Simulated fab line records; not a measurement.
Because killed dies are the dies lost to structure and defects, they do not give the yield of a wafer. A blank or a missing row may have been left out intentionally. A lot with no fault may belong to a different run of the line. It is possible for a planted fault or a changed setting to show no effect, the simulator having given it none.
2 desks looking at one fault    flow gf180mcu    only its own numbers are on each desk; what lay behind them is given at the end

FOR THE TOOL OWNER'S DESK: cvd-w-01
The tool's own readings at GF_V1_CVD_23 (deposits W, target thk 350 nm, time 105.05 s): means of the sampled wafers that have a number, for each lot that ran on this tool. If a lot's mean is further than 4 standard deviations from the usual mean, the lot is out of limits and carries the mark OUT (the distance appears in the brackets).
Columns: A = heater-power-w at GF_V1_CVD_23, usual 926 W; B = susceptor-temp-C at GF_V1_CVD_23, usual 400.01 C
lot   first seen here  A     B
L252  day 20 13:19     1022  400.04
L253  day 21 01:27     969   399.82
L255  day 21 16:02     1007  400.09
L258  day 22 14:47     1018  400.15
L262  day 24 07:56     999   399.84
This desk found nothing out of limits on any of the 5 lots.

AT THE METROLOGY DESK
What the gauges read, lot by lot, whatever tool the lot ran on: means of the sampled wafers that have a number. If a lot's mean is further than 4 standard deviations from the usual mean, the lot is out of limits and carries the mark OUT (the distance appears in the brackets).
Columns: A = V1_CVD_00_THK at GF_V1_THK_MEAS_01, usual 600 nm; B = V1_W_RS at GF_V1_RS_MEAS_24, usual 0.324 ohm/sq; C = V1_W_THK at GF_V1_THK_MEAS_25, usual 334 nm
lot   first seen here  A    B                C
L246  day 17 04:36     604  0.319            336
L248  day 17 22:59     597  0.323            333
L249  day 18 06:35     600  0.320            337
L251  day 19 01:13     606  0.315            349
L252  day 19 10:54     596  0.325            338
L253  day 19 23:43     597  0.326            332
L255  day 20 14:15     604  0.326            338
L258  day 21 13:55     595  0.464 (+23) OUT  263 (-9.6) OUT
L262  day 23 08:38     603  0.459 (+22) OUT  267 (-9.1) OUT
L264  day 24 13:38     602  0.322            340
L266  day 24 17:23     601  0.321            335
L268  day 25 10:53     603  0.322            332
This desk finds L258, L262 out of limits, with the earliest case on L258 at day 22 14:55 (V1_W_RS at GF_V1_RS_MEAS_24). L246, L248, L249, L251, L252, L253, L255, L264, L266, L268: within limits.

TAKEN TOGETHER
The metrology desk could have raised an alarm at day 22 14:55, on L258, L262.
The desk of the tool owner found nothing out of limits.
The tool owner's desk has L258, L262 on record, within its limits.
Every lot named ran GF_V1_CVD_23 on cvd-w-01.

WHAT HAD BEEN PUT IN BY THE SIMULATOR
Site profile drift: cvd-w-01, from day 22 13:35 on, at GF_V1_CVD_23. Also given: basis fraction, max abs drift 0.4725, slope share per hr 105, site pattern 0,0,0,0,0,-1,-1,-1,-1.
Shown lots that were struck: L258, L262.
Time in hours between the start of the fault and the first out-of-limits reading at each desk: metrology desk, 1.
